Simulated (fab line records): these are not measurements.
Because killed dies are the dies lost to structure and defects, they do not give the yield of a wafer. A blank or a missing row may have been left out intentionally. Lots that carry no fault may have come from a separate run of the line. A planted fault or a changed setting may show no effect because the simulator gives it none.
One fault seen from 2 desks	flow sky130	each desk has only its own numbers; what lay behind them comes last

AT THE TOOL OWNER'S DESK: implanter-03
The tool's own readings at SKY_SD_N_IMPLANT_09: means of the sampled wafers that have a number, for each lot that ran on this tool. If a lot's mean is further than 4 standard deviations from the usual mean, the lot is out of limits and carries the mark OUT (the distance appears in the brackets).
Columns: A = beam_energy_keV at SKY_SD_N_IMPLANT_09, usual 50.002
lot	first seen here	A
L195	day 27 17:25	49.997
L197	day 28 14:34	50.005
L199	day 29 07:54	50.016
L203	day 32 00:02	39.811 (-99 or more) OUT
L204	day 32 00:16	39.816 (-99 or more) OUT
L205	day 32 09:32	39.833 (-99 or more) OUT
L217	day 35 05:33	50.005
This desk finds L203, L204, L205 out of limits, L203 being first, at day 32 00:02 (beam_energy_keV at SKY_SD_N_IMPLANT_09). L195, L197, L199, L217 stayed within limits.

METROLOGY DESK
What the gauges read for every lot (on any tool): the sampled wafers with a number, averaged. If a lot's mean is further than 4 standard deviations from the usual mean, the lot is out of limits and carries the mark OUT (the distance appears in the brackets).
Columns: A = POLY_CUT_OVL at SKY_POLY_CUT_OVL_MEAS_09, usual 1 nm; B = SD_P_OVL at SKY_SD_P_OVL_MEAS_08, usual -0.4 nm; C = SD_N_TW at SKY_SD_N_TW_MEAS_12, usual 4008; D = SD_N_RS at SKY_SD_N_RS_MEAS_16, usual 68.50 ohm/sq
lot	first seen here	A	B	C	D
L195	day 24 01:32	3	-0.7	4003	68.49
L197	day 24 22:47	4	-0.8	4008	68.45
L199	day 25 17:07	4	-1.6	3963	68.42
L203	day 28 12:44	-2	-1.0	3771 (-8.8) OUT	76.48 (+73) OUT
L204	day 28 13:10	2	-0.8	3766 (-9.0) OUT	76.65 (+74) OUT
L205	day 28 21:18	-4	-1.6	3792 (-8.0) OUT	76.44 (+72) OUT
L212	day 30 04:50	-1	1.0	4040	68.49
L214	day 31 16:11	-2	0.5	3999	68.67
L215	day 31 16:25	5	0.3	4026	68.53
L216	day 31 20:31	3	-1.2	3988	68.51
L217	day 31 22:40	2	-0.2	4044	68.60
Finding of this desk: L203, L204, L205 out of limits, first seen on L203 at day 32 00:23 (SD_N_TW at SKY_SD_N_TW_MEAS_12). L195, L197, L199, L212, L214, L215, L216, L217 stayed within limits.

ALL TOGETHER
The tool owner's desk had the chance to raise an alarm at day 32 00:02 on L203, L204, L205.
At day 32 00:23 the metrology desk could have sounded an alarm, on L203, L204, L205.
On implanter-03, each named lot ran SKY_SD_N_IMPLANT_09.

WHAT THE SIMULATOR HAD INSERTED
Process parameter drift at SKY_SD_N_IMPLANT_09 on implanter-03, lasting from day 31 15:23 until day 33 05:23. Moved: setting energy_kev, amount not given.
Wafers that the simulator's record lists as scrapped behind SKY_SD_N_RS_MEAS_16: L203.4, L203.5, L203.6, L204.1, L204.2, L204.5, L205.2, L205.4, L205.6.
Shown lots that were struck: L203, L204, L205.
Counting hours from when the fault started, the first reading out of limits came at 9 for the tool owner's desk and at 9 for the metrology desk.
